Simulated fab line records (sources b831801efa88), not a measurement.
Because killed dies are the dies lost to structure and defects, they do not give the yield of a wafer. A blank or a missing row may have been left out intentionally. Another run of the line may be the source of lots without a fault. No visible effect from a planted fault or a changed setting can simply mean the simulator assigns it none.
fab line records -- flow sky130 -- part 1 of 2: steps 1 to 24 of 34
record lots=5, wafers=15, lastDay=50
route steps=708 shown RES_XHIGH@333 SD_N@342 SD_P@359 SALICIDE@361 LI_CONTACT@362
lots that met no fault: from a run of the same line without faults
startH: start of the lot's first displayed wafer, in hours after the record's first day -- waitH: hours since the lot's step before -- " as in the row above -- L1.1+2: one row covering several wafers at once -- - no value, or no start was given -- * or withheld: withheld -- < > ~ a bound
route shown NAME@n: names a module that has steps shown in the file, with the first one's number in the route -- usual: mean/standard deviation taken from wafers without a fault -- same: alike in all rows -- chamber/n: place in a boat -- sites: each site's reading -- _std_site: the standard deviation of these -- _edge_site: outer sites' mean less inner sites' -- radiusMm: how far each site lies from the wafer's centre -- mask NAME#n: copy n -- behind: the most recent tool/chamber to have shaped the wafer -- hold: why the lot was held/for how many hours/how that ended -- device: transistor that didn't switch, given as n, p or np -- end of line: tests run on the same wafers once the route is complete -- a step given without rows: its recipe and nothing more -- killed: count of dies lost to structure and defects at first sort (not the wafer's yield) -- map: the dies of a wafer, with x for killed, . for not killed, _ for no die there
set.NAME: the setting as run; set.NAME@STEP: as run at that earlier step -- model.NAME: the simulator's own value behind a step, which no gauge read
lots at some steps of the route; a table a step, a row a wafer
services: the hour from which a tool's chamber was out of use, counted from the record's first day as startH (under 0 if before that day), plus the number of hours and why
## steps
# step SKY_RES_XHIGH_HMDS_01
# recipe primeTimeS=60, primeTempC=120
# usual primeTempC=120.02/0.14, resistLineTempC=23.02/0.099
# same primeTimeS=60
lot.wafer,tool,chamber,startH,waitH,primeTempC,resistLineTempC
L079.3,lithoTrack-04,0,650.30,0.1,119.86,22.95
L079.4,lithoTrack-04,0,650.30,0.1,120.02,23.10
L079.5,lithoTrack-04,0,650.30,0.1,119.80,23.04
L084.1,lithoTrack-02,0,696.98,0.1,120.16,23.02
L084.3,lithoTrack-02,0,696.98,0.1,120.02,23.06
L084.6,lithoTrack-02,0,696.98,0.1,120.01,23.13
L090.1,lithoTrack-02,0,738.38,0.1,120.02,23.05
L090.4,lithoTrack-02,0,738.38,0.1,120.00,23.23
L090.5,lithoTrack-02,0,738.38,0.1,119.76,23.15
L095.2,lithoTrack-04,0,764.52,0.1,120.10,23.08
L095.5,lithoTrack-04,0,764.52,0.1,120.09,22.96
L095.6,lithoTrack-04,0,764.52,0.1,120.32,23.04
L096.3,lithoTrack-02,0,777.23,0.1,119.85,22.90
L096.4,lithoTrack-02,0,777.23,0.1,120.09,23.09
L096.6,lithoTrack-02,0,777.23,0.1,119.84,22.97
# step SKY_RES_XHIGH_COAT_02
# recipe resist=NOVOLAK, spinRpm=3000, resistThkNm=1140
# usual resistLineTempC=22.98/0.11
lot.wafer,tool,chamber,startH,waitH,resistLineTempC
L079.3,lithoTrack-04,0,650.45,0.1,22.83
L079.4,lithoTrack-04,0,650.45,0.1,22.90
L079.5,lithoTrack-04,0,650.45,0.1,22.87
L084.1,lithoTrack-02,0,697.13,0.1,23.08
L084.3,lithoTrack-02,0,697.13,0.1,22.98
L084.6,lithoTrack-02,0,697.13,0.1,23.21
L090.1,lithoTrack-02,0,738.53,0.1,23.09
L090.4,lithoTrack-02,0,738.53,0.1,23.04
L090.5,lithoTrack-02,0,738.53,0.1,23.01
L095.2,lithoTrack-04,0,764.67,0.1,23.18
L095.5,lithoTrack-04,0,764.67,0.1,23.10
L095.6,lithoTrack-04,0,764.67,0.1,23.11
L096.3,lithoTrack-02,0,777.38,0.1,22.92
L096.4,lithoTrack-02,0,777.38,0.1,22.91
L096.6,lithoTrack-02,0,777.38,0.1,22.74
# step SKY_RES_XHIGH_SOFTBAKE_03
# recipe tempC=90, timeS=60, resist=NOVOLAK
# usual heaterPowerTotalW=56.60/0.044, resistLineTempC=22.98/0.11
lot.wafer,tool,chamber,startH,waitH,heaterPowerTotalW,resistLineTempC
L079.3,lithoTrack-04,0,650.60,0.1,56.65,23.17
L079.4,lithoTrack-04,0,650.60,0.1,56.63,23.01
L079.5,lithoTrack-04,0,650.60,0.1,56.61,22.91
L084.1,lithoTrack-02,0,697.28,0.1,56.63,22.87
L084.3,lithoTrack-02,0,697.28,0.1,56.60,22.95
L084.6,lithoTrack-02,0,697.28,0.1,56.60,22.91
L090.1,lithoTrack-02,0,738.68,0.1,56.57,22.93
L090.4,lithoTrack-02,0,738.68,0.1,56.65,22.87
L090.5,lithoTrack-02,0,738.68,0.1,56.64,22.80
L095.2,lithoTrack-04,0,764.82,0.1,56.60,23.03
L095.5,lithoTrack-04,0,764.82,0.1,56.71,22.94
L095.6,lithoTrack-04,0,764.82,0.1,56.63,22.94
L096.3,lithoTrack-02,0,777.53,0.1,56.58,23.02
L096.4,lithoTrack-02,0,777.53,0.1,56.58,22.99
L096.6,lithoTrack-02,0,777.53,0.1,56.62,22.96
# step SKY_RES_XHIGH_EXPOSE_04
# recipe maskId=URPM, na=0.6, sourceShape=conventional, sigmaOuter=0.6, polarization=unpolarized, targetCdNm=1270, doseMj=140
lot.wafer,tool,chamber,startH,waitH,mask
L079.3+4+5,ilineStepper-02,0,-,-,URPM#0
L084.1+3+6,ilineStepper-02,0,-,-,URPM#0
L090.1+4+5,ilineStepper-01,0,-,-,URPM#0
L095.2+5+6,ilineStepper-01,0,-,-,URPM#0
L096.3+4+6,ilineStepper-01,0,-,-,URPM#0
# step SKY_RES_XHIGH_PEB_05
# recipe tempC=withheld, timeS=*, resist=NOVOLAK
# usual resistLineTempC=*
lot.wafer,tool,chamber,startH,waitH,resistLineTempC
L079.3,lithoTrack-02,0,-,-,*
L079.4,lithoTrack-02,0,-,-,*
L079.5,lithoTrack-02,0,-,-,*
L084.1,lithoTrack-02,0,-,-,*
L084.3,lithoTrack-02,0,-,-,*
L084.6,lithoTrack-02,0,-,-,*
L090.1,lithoTrack-03,0,-,-,*
L090.4,lithoTrack-03,0,-,-,*
L090.5,lithoTrack-03,0,-,-,*
L095.2,lithoTrack-02,0,-,-,*
L095.5,lithoTrack-02,0,-,-,*
L095.6,lithoTrack-02,0,-,-,*
L096.3,lithoTrack-02,0,-,-,*
L096.4,lithoTrack-02,0,-,-,*
L096.6,lithoTrack-02,0,-,-,*
# step SKY_RES_XHIGH_DEVELOP_06
# recipe resist=NOVOLAK, developer=TMAH, developTimeS=60, devTempC=23
# usual resistLineTempC=22.99/0.11
lot.wafer,tool,chamber,startH,waitH,resistLineTempC
L079.3,lithoTrack-02,0,665.08,0.1,23.02
L079.4,lithoTrack-02,0,665.08,0.1,22.94
L079.5,lithoTrack-02,0,665.08,0.1,23.14
L084.1,lithoTrack-02,0,711.18,0.1,23.05
L084.3,lithoTrack-02,0,711.18,0.1,22.97
L084.6,lithoTrack-02,0,711.18,0.1,22.72
L090.1,lithoTrack-03,0,752.08,0.1,22.91
L090.4,lithoTrack-03,0,752.08,0.1,22.97
L090.5,lithoTrack-03,0,752.08,0.1,23.05
L095.2,lithoTrack-02,0,777.81,0.1,23.03
L095.5,lithoTrack-02,0,777.81,0.1,22.87
L095.6,lithoTrack-02,0,777.81,0.1,22.96
L096.3,lithoTrack-02,0,789.99,0.1,23.03
L096.4,lithoTrack-02,0,789.99,0.1,22.80
L096.6,lithoTrack-02,0,789.99,0.1,23.03
# step SKY_RES_XHIGH_IMPLANT_07
# recipe species=BF2, energyKev=20, doseCm2=3.6e+14, tiltDeg=0
# usual doseIonsCm2=3.601e+14/3.7e+11, faradayCurrentUA=482/83
lot.wafer,tool,chamber,startH,waitH,doseIonsCm2,faradayCurrentUA
L079.3,implanter-03,0,665.42,0.3,3.597e+14,429
L079.4,implanter-03,0,665.42,0.3,3.598e+14,412
L079.5,implanter-03,0,665.42,0.3,3.603e+14,439
L084.1,implanter-03,0,711.33,0.1,3.6e+14,438
L084.3,implanter-03,0,711.33,0.1,3.598e+14,415
L084.6,implanter-03,0,711.33,0.1,3.6e+14,413
L090.1,implanter-01,0,752.23,0.1,3.599e+14,603
L090.4,implanter-01,0,752.23,0.1,3.599e+14,582
L090.5,implanter-01,0,752.23,0.1,3.603e+14,619
L095.2,implanter-03,0,777.96,0.1,3.6e+14,422
L095.5,implanter-03,0,777.96,0.1,3.602e+14,426
L095.6,implanter-03,0,777.96,0.1,3.599e+14,426
L096.3,implanter-04,0,790.14,0.1,3.597e+14,462
L096.4,implanter-04,0,790.14,0.1,3.604e+14,500
L096.6,implanter-04,0,790.14,0.1,3.604e+14,473
# step SKY_RES_XHIGH_STRIP_08
# recipe chemistry=O2/N2, powerW=1400, pressureMtorr=1500, platenTempC=withheld, o2FlowSccm=3000, n2FlowSccm=300, overashFraction=0.5
# usual drypumpMotorCurrentA=5.6/0.46, o2FlowSccm=3000/8.8, oesProductAu=0.711/0.0044, stripTimeToEndpointS=14.27/0.037
# same overashFraction=0.5
lot.wafer,tool,chamber,startH,waitH,drypumpMotorCurrentA,o2FlowSccm,oesProductAu,rfHoursCounterH,stripTimeToEndpointS
L079.3,plasmaAsher-01,0,665.55,0.1,4.8,3000,0.704,-,14.24
L079.4,plasmaAsher-01,1,665.55,0.1,6.2,3004,0.714,-,14.25
L079.5,plasmaAsher-01,1,665.55,0.1,6.2,2996,0.715,-,14.24
L084.1,plasmaAsher-01,0,711.48,0.1,4.8,3005,0.709,102,14.24
L084.3,plasmaAsher-01,1,711.48,0.1,6.2,2985,0.711,-,14.25
L084.6,plasmaAsher-01,1,711.48,0.1,6.2,3001,0.718,-,14.29
L090.1,plasmaAsher-03,1,752.38,0.1,5.5,3002,0.709,66,14.32
L090.4,plasmaAsher-03,0,752.38,0.1,5.8,2988,0.714,-,14.29
L090.5,plasmaAsher-03,1,752.38,0.1,5.5,3017,0.724,-,14.31
L095.2,plasmaAsher-03,0,778.08,0.1,5.7,3002,0.714,68,14.23
L095.5,plasmaAsher-03,1,778.08,0.1,5.5,3014,0.708,-,14.27
L095.6,plasmaAsher-03,0,778.08,0.1,5.8,3011,0.703,-,14.24
L096.3,plasmaAsher-03,1,790.27,0.1,5.5,2991,0.709,-,14.33
L096.4,plasmaAsher-03,0,790.27,0.1,5.7,2998,0.708,-,14.33
L096.6,plasmaAsher-03,0,790.27,0.1,5.7,2995,0.713,-,14.27
# step SKY_RES_XHIGH_TW_MEAS_09
# usual RES_XHIGH_TW=1634/12
lot.wafer,tool,chamber,startH,waitH,RES_XHIGH_TW
L079.3,filmMetro-04,-,665.64,0.1,1635
L079.4,filmMetro-04,-,665.64,0.1,1641
L079.5,filmMetro-04,-,665.64,0.1,1641
L084.1,filmMetro-04,-,711.58,0.1,1631
L084.3,filmMetro-04,-,711.58,0.1,1644
L084.6,filmMetro-04,-,711.58,0.1,1644
L090.1,filmMetro-03,-,752.48,0.1,1635
L090.4,filmMetro-03,-,752.48,0.1,1628
L090.5,filmMetro-03,-,752.48,0.1,1642
L095.2,filmMetro-04,-,778.19,0.1,1667
L095.5,filmMetro-04,-,778.19,0.1,1662
L095.6,filmMetro-04,-,778.19,0.1,1657
L096.3,filmMetro-03,-,790.36,0.1,1616
L096.4,filmMetro-03,-,790.36,0.1,1624
L096.6,filmMetro-03,-,790.36,0.1,1632
# step SKY_SD_N_DEHYDRATE_00
# recipe tempC=200, timeS=60
# usual heaterPowerTotalW=160.37/0.14, resistLineTempC=22.99/0.1
lot.wafer,tool,chamber,startH,waitH,heaterPowerTotalW,resistLineTempC
L079.3,lithoTrack-03,0,678.58,12.9,160.28,22.97
L079.4,lithoTrack-03,0,678.58,12.9,160.23,22.85
L079.5,lithoTrack-03,0,678.58,12.9,160.61,23.12
L084.1,lithoTrack-03,0,725.28,13.7,160.23,22.95
L084.3,lithoTrack-03,0,725.28,13.7,160.51,23.11
L084.6,lithoTrack-03,0,725.28,13.7,160.14,22.99
L090.1,lithoTrack-01,0,765.51,13.0,160.49,22.95
L090.4,lithoTrack-01,0,765.51,13.0,160.34,23.07
L090.5,lithoTrack-01,0,765.51,13.0,160.38,23.02
L095.2,lithoTrack-02,0,790.41,12.2,160.29,22.84
L095.5,lithoTrack-02,0,790.41,12.2,160.47,22.90
L095.6,lithoTrack-02,0,790.41,12.2,160.40,22.76
L096.3,lithoTrack-02,0,803.19,12.8,160.40,23.18
L096.4,lithoTrack-02,0,803.19,12.8,160.24,22.97
L096.6,lithoTrack-02,0,803.19,12.8,160.22,22.96
# step SKY_SD_N_HMDS_01
# recipe primeTimeS=60, primeTempC=120
# usual primeTempC=120.02/0.15, resistLineTempC=23.00/0.11
# same primeTimeS=60
lot.wafer,tool,chamber,startH,waitH,primeTempC,resistLineTempC
L079.3,lithoTrack-03,0,678.73,0.1,120.13,22.90
L079.4,lithoTrack-03,0,678.73,0.1,120.07,22.88
L079.5,lithoTrack-03,0,678.73,0.1,120.10,22.90
L084.1,lithoTrack-03,0,725.43,0.1,120.12,23.27
L084.3,lithoTrack-03,0,725.43,0.1,119.80,23.21
L084.6,lithoTrack-03,0,725.43,0.1,119.80,23.19
L090.1,lithoTrack-01,0,765.66,0.1,120.23,23.10
L090.4,lithoTrack-01,0,765.66,0.1,120.37,23.08
L090.5,lithoTrack-01,0,765.66,0.1,120.19,23.07
L095.2,lithoTrack-02,0,790.56,0.1,120.03,22.94
L095.5,lithoTrack-02,0,790.56,0.1,119.82,22.99
L095.6,lithoTrack-02,0,790.56,0.1,119.91,22.82
L096.3,lithoTrack-02,0,803.34,0.1,119.96,22.99
L096.4,lithoTrack-02,0,803.34,0.1,119.86,23.01
L096.6,lithoTrack-02,0,803.34,0.1,119.78,23.23
# step SKY_SD_N_COAT_02
# recipe resist=NOVOLAK, spinRpm=3000, resistThkNm=1140
# usual resistLineTempC=22.99/0.12
lot.wafer,tool,chamber,startH,waitH,resistLineTempC
L079.3,lithoTrack-03,0,678.88,0.1,22.92
L079.4,lithoTrack-03,0,678.88,0.1,23.00
L079.5,lithoTrack-03,0,678.88,0.1,22.86
L084.1,lithoTrack-03,0,725.58,0.1,23.13
L084.3,lithoTrack-03,0,725.58,0.1,23.18
L084.6,lithoTrack-03,0,725.58,0.1,22.97
L090.1,lithoTrack-01,0,765.81,0.1,22.92
L090.4,lithoTrack-01,0,765.81,0.1,22.91
L090.5,lithoTrack-01,0,765.81,0.1,22.86
L095.2,lithoTrack-02,0,790.71,0.1,23.02
L095.5,lithoTrack-02,0,790.71,0.1,23.02
L095.6,lithoTrack-02,0,790.71,0.1,23.02
L096.3,lithoTrack-02,0,803.49,0.1,22.94
L096.4,lithoTrack-02,0,803.49,0.1,23.00
L096.6,lithoTrack-02,0,803.49,0.1,22.99
# step SKY_SD_N_SOFTBAKE_03
# recipe tempC=90, timeS=60, resist=NOVOLAK
# usual heaterPowerTotalW=56.60/0.047, resistLineTempC=22.99/0.11
lot.wafer,tool,chamber,startH,waitH,heaterPowerTotalW,resistLineTempC
L079.3,lithoTrack-03,0,679.03,0.1,56.56,23.05
L079.4,lithoTrack-03,0,679.03,0.1,56.57,22.94
L079.5,lithoTrack-03,0,679.03,0.1,56.55,22.94
L084.1,lithoTrack-03,0,725.73,0.1,56.61,22.93
L084.3,lithoTrack-03,0,725.73,0.1,56.54,22.99
L084.6,lithoTrack-03,0,725.73,0.1,56.68,22.92
L090.1,lithoTrack-01,0,765.96,0.1,56.59,22.95
L090.4,lithoTrack-01,0,765.96,0.1,56.55,22.84
L090.5,lithoTrack-01,0,765.96,0.1,56.63,23.02
L095.2,lithoTrack-02,0,790.86,0.1,56.64,22.88
L095.5,lithoTrack-02,0,790.86,0.1,56.61,23.05
L095.6,lithoTrack-02,0,790.86,0.1,56.57,22.89
L096.3,lithoTrack-02,0,803.64,0.1,56.72,22.70
L096.4,lithoTrack-02,0,803.64,0.1,56.66,22.86
L096.6,lithoTrack-02,0,803.64,0.1,56.62,22.92
# step SKY_SD_N_EXPOSE_04
# recipe maskId=NSDM, na=0.6, sourceShape=conventional, sigmaOuter=0.6, polarization=unpolarized, targetCdNm=380, doseMj=141
lot.wafer,tool,chamber,startH,waitH,mask
L079.3+4+5,ilineStepper-01,0,-,-,NSDM#0
L084.1+3+6,ilineStepper-02,0,-,-,NSDM#0
L090.1+4+5,ilineStepper-02,0,-,-,NSDM#0
L095.2+5+6,ilineStepper-02,0,-,-,NSDM#0
L096.3+4+6,ilineStepper-02,0,-,-,NSDM#0
# step SKY_SD_N_PEB_05
# recipe tempC=withheld, timeS=*, resist=NOVOLAK
# usual resistLineTempC=*
lot.wafer,tool,chamber,startH,waitH,resistLineTempC
L079.3,lithoTrack-02,0,-,-,*
L079.4,lithoTrack-02,0,-,-,*
L079.5,lithoTrack-02,0,-,-,*
L084.1,lithoTrack-03,0,-,-,*
L084.3,lithoTrack-03,0,-,-,*
L084.6,lithoTrack-03,0,-,-,*
L090.1,lithoTrack-02,0,-,-,*
L090.4,lithoTrack-02,0,-,-,*
L090.5,lithoTrack-02,0,-,-,*
L095.2,lithoTrack-03,0,-,-,*
L095.5,lithoTrack-03,0,-,-,*
L095.6,lithoTrack-03,0,-,-,*
L096.3,lithoTrack-01,0,-,-,*
L096.4,lithoTrack-01,0,-,-,*
L096.6,lithoTrack-01,0,-,-,*
# step SKY_SD_N_DEVELOP_06
# recipe resist=NOVOLAK, developer=TMAH, developTimeS=60, devTempC=23
# usual resistLineTempC=23.02/0.11
lot.wafer,tool,chamber,startH,waitH,resistLineTempC
L079.3,lithoTrack-02,0,693.53,0.1,22.97
L079.4,lithoTrack-02,0,693.53,0.1,23.04
L079.5,lithoTrack-02,0,693.53,0.1,23.05
L084.1,lithoTrack-03,0,739.23,0.1,23.12
L084.3,lithoTrack-03,0,739.23,0.1,23.07
L084.6,lithoTrack-03,0,739.23,0.1,23.10
L090.1,lithoTrack-02,0,779.49,0.1,22.95
L090.4,lithoTrack-02,0,779.49,0.1,22.93
L090.5,lithoTrack-02,0,779.49,0.1,22.99
L095.2,lithoTrack-03,0,804.25,0.1,22.96
L095.5,lithoTrack-03,0,804.25,0.1,23.11
L095.6,lithoTrack-03,0,804.25,0.1,23.10
L096.3,lithoTrack-01,0,816.31,0.1,22.98
L096.4,lithoTrack-01,0,816.31,0.1,23.11
L096.6,lithoTrack-01,0,816.31,0.1,22.79
# step SKY_SD_N_CD_MEAS_07
# recipe targetCdNm=380
# usual cdNm=380.3/2.9
lot.wafer,tool,chamber,startH,waitH,cdNm
L079.3,cdSem-01,-,693.67,0.1,379.9
L079.4,cdSem-01,-,693.67,0.1,379.3
L079.5,cdSem-01,-,693.67,0.1,378.9
L084.1,cdSem-02,-,739.38,0.1,383.5
L084.3,cdSem-02,-,739.38,0.1,381.2
L084.6,cdSem-02,-,739.38,0.1,380.1
L090.1,cdSem-02,-,779.64,0.1,379.9
L090.4,cdSem-02,-,779.64,0.1,382.5
L090.5,cdSem-02,-,779.64,0.1,382.6
L095.2,cdSem-01,-,804.40,0.1,378.7
L095.5,cdSem-01,-,804.40,0.1,380.5
L095.6,cdSem-01,-,804.40,0.1,382.7
L096.3,cdSem-01,-,816.45,0.1,377.6
L096.4,cdSem-01,-,816.45,0.1,374.3
L096.6,cdSem-01,-,816.45,0.1,374.7
# step SKY_SD_N_OVL_MEAS_08
# usual SD_N_OVL=0.4/1.3
lot.wafer,tool,chamber,startH,waitH,SD_N_OVL[nm]
L079.3,overlay-02,-,693.77,0.1,-0.4
L079.4,overlay-02,-,693.77,0.1,-1.4
L079.5,overlay-02,-,693.77,0.1,-1.7
L084.1,overlay-02,-,739.50,0.1,-0.6
L084.3,overlay-02,-,739.50,0.1,0.1
L084.6,overlay-02,-,739.50,0.1,-1.3
L090.1,overlay-01,-,779.76,0.1,-1.2
L090.4,overlay-01,-,779.76,0.1,-0.6
L090.5,overlay-01,-,779.76,0.1,-0.1
L095.2,overlay-02,-,804.51,0.1,1.7
L095.5,overlay-02,-,804.51,0.1,0.3
L095.6,overlay-02,-,804.51,0.1,0.9
L096.3,overlay-02,-,816.55,0.1,-0.5
L096.4,overlay-02,-,816.55,0.1,-2.2
L096.6,overlay-02,-,816.55,0.1,-1.0
# step SKY_SD_N_IMPLANT_09
# recipe species=As, energyKev=49.54, doseCm2=4e+15, tiltDeg=0
# usual doseIonsCm2=4e+15/4.5e+12, faradayCurrentUA=10859/960
lot.wafer,tool,chamber,startH,waitH,doseIonsCm2,faradayCurrentUA
L079.3,implanter-02,0,693.84,0.1,4e+15,11583
L079.4,implanter-02,0,693.84,0.1,4.006e+15,11836
L079.5,implanter-02,0,693.84,0.1,4.004e+15,11634
L084.1,implanter-02,0,739.54,0.0,4e+15,11550
L084.3,implanter-02,0,739.54,0.0,3.997e+15,11517
L084.6,implanter-02,0,739.54,0.0,3.995e+15,11473
L090.1,implanter-03,0,779.79,0.0,4.001e+15,9736
L090.4,implanter-03,0,779.79,0.0,4.002e+15,9792
L090.5,implanter-03,0,779.79,0.0,4e+15,9823
L095.2,implanter-02,0,804.56,0.0,3.993e+15,11941
L095.5,implanter-02,0,804.56,0.0,4e+15,11960
L095.6,implanter-02,0,804.56,0.0,4.005e+15,11640
L096.3,implanter-03,0,816.62,0.1,4.007e+15,9696
L096.4,implanter-03,0,816.62,0.1,4.001e+15,9834
L096.6,implanter-03,0,816.62,0.1,4.009e+15,9994
# step SKY_SD_N_IMPLANT_10
# recipe species=P, energyKev=20, doseCm2=1e+14, tiltDeg=0
# usual doseIonsCm2=1e+14/9.9e+10, faradayCurrentUA=472/42
lot.wafer,tool,chamber,startH,waitH,doseIonsCm2,faradayCurrentUA
L079.3,implanter-02,0,693.99,0.1,1.0006e+14,503
L079.4,implanter-02,0,693.99,0.1,9.997e+13,495
L079.5,implanter-02,0,693.99,0.1,1.0005e+14,510
L084.1,implanter-02,0,739.69,0.1,9.986e+13,512
L084.3,implanter-02,0,739.69,0.1,1.0002e+14,500
L084.6,implanter-02,0,739.69,0.1,9.996e+13,520
L090.1,implanter-03,0,779.94,0.1,9.996e+13,423
L090.4,implanter-03,0,779.94,0.1,9.995e+13,422
L090.5,implanter-03,0,779.94,0.1,9.994e+13,419
L095.2,implanter-02,0,804.71,0.1,1.0008e+14,508
L095.5,implanter-02,0,804.71,0.1,1.001e+14,497
L095.6,implanter-02,0,804.71,0.1,1.0014e+14,517
L096.3,implanter-03,0,816.77,0.1,9.987e+13,444
L096.4,implanter-03,0,816.77,0.1,9.991e+13,423
L096.6,implanter-03,0,816.77,0.1,1.0004e+14,438
# step SKY_SD_N_STRIP_11
# recipe chemistry=O2/N2, powerW=1400, pressureMtorr=1500, platenTempC=withheld, o2FlowSccm=3000, n2FlowSccm=300, overashFraction=0.5
# usual drypumpMotorCurrentA=5.77/0.28, o2FlowSccm=3000/8.5, oesProductAu=0.528/0.0048, stripTimeToEndpointS=22.49/0.047
# same overashFraction=0.5
lot.wafer,tool,chamber,startH,waitH,drypumpMotorCurrentA,o2FlowSccm,oesProductAu,rfHoursCounterH,stripTimeToEndpointS
L079.3,plasmaAsher-03,1,694.12,0.1,5.47,2999,0.521,-,22.48
L079.4,plasmaAsher-03,0,694.12,0.1,5.72,2991,0.521,-,22.46
L079.5,plasmaAsher-03,1,694.12,0.1,5.47,3002,0.523,-,22.43
L084.1,plasmaAsher-02,1,739.84,0.1,5.77,3006,0.536,88,22.43
L084.3,plasmaAsher-02,0,739.84,0.1,5.61,3010,0.531,-,22.37
L084.6,plasmaAsher-02,1,739.84,0.1,5.78,3023,0.522,-,22.39
L090.1,plasmaAsher-03,0,780.09,0.1,5.75,2995,0.525,68,22.49
L090.4,plasmaAsher-03,1,780.09,0.1,5.48,3014,0.534,-,22.45
L090.5,plasmaAsher-03,1,780.09,0.1,5.47,3018,0.529,-,22.48
L095.2,plasmaAsher-02,0,804.84,0.1,5.63,2990,0.535,94,22.54
L095.5,plasmaAsher-02,1,804.84,0.1,5.77,3007,0.527,-,22.49
L095.6,plasmaAsher-02,0,804.84,0.1,5.64,2983,0.534,-,22.51
L096.3,plasmaAsher-03,1,816.90,0.1,5.46,2999,0.526,-,22.46
L096.4,plasmaAsher-03,0,816.90,0.1,5.76,3009,0.524,-,22.46
L096.6,plasmaAsher-03,1,816.90,0.1,5.47,2999,0.526,-,22.50
# step SKY_SD_N_TW_MEAS_12
# usual SD_N_TW=3961/27
lot.wafer,tool,chamber,startH,waitH,SD_N_TW
L079.3,filmMetro-03,-,694.21,0.1,3982
L079.4,filmMetro-03,-,694.21,0.1,3973
L079.5,filmMetro-03,-,694.21,0.1,3964
L084.1,filmMetro-04,-,739.94,0.1,3962
L084.3,filmMetro-04,-,739.94,0.1,3990
L084.6,filmMetro-04,-,739.94,0.1,3977
L090.1,filmMetro-04,-,780.19,0.1,4012
L090.4,filmMetro-04,-,780.19,0.1,3991
L090.5,filmMetro-04,-,780.19,0.1,4017
L095.2,filmMetro-03,-,804.95,0.1,3976
L095.5,filmMetro-03,-,804.95,0.1,3964
L095.6,filmMetro-03,-,804.95,0.1,3963
L096.3,filmMetro-04,-,816.99,0.1,4009
L096.4,filmMetro-04,-,816.99,0.1,3989
L096.6,filmMetro-04,-,816.99,0.1,3996
# step SKY_SD_N_CLEAN_13
# recipe chemistry=SC1/SC2, mix=1:4:20, tempC=70, timeS=150, dry=n2Spin
lot.wafer,tool,chamber,startH,waitH
L079.3+4+5,wetBench-02,3,694.25,0.0
L084.1+3+6,wetBench-03,0,740.00,0.1
L090.1+4+5,wetBench-03,3,780.25,0.1
L095.2+5+6,wetBench-03,3,805.00,0.0
L096.3+4+6,wetBench-04,2,817.03,0.0
# step SKY_SD_N_RTA_14
# recipe tempC=1075, timeS=2, idleTempC=650, rampUpCPerS=150, rampDownCPerS=90, ambient=N2
# usual chamberO2Ppm=1.999/0.02, lampPowerPct=15.74/0.051, wafer_temp_C_max=1078.2/1.4
lot.wafer,tool,chamber,startH,waitH,chamberO2Ppm,lampPowerPct,wafer_temp_C_max
L079.3,rtpAnneal-01,0,694.32,0.0,2.005,15.82,1076.7
L079.4,rtpAnneal-01,0,694.32,0.0,1.990,15.69,1079.4
L079.5,rtpAnneal-01,0,694.32,0.0,2.011,15.76,1079.2
L084.1,rtpAnneal-01,0,740.05,0.0,2.013,15.77,1081.0
L084.3,rtpAnneal-01,0,740.05,0.0,2.006,15.68,1079.9
L084.6,rtpAnneal-01,0,740.05,0.0,2.028,15.69,1078.0
L090.1,rtpAnneal-02,0,780.30,0.0,2.030,15.76,1077.3
L090.4,rtpAnneal-02,0,780.30,0.0,2.011,15.77,1078.6
L090.5,rtpAnneal-02,0,780.30,0.0,2.003,15.70,1080.4
L095.2,rtpAnneal-01,0,805.05,0.0,2.040,15.78,1078.5
L095.5,rtpAnneal-01,0,805.05,0.0,1.997,15.66,1078.4
L095.6,rtpAnneal-01,0,805.05,0.0,2.008,15.77,1078.9
L096.3,rtpAnneal-02,0,817.10,0.0,2.009,15.67,1076.4
L096.4,rtpAnneal-02,0,817.10,0.0,2.003,15.75,1078.2
L096.6,rtpAnneal-02,0,817.10,0.0,1.987,15.76,1077.9
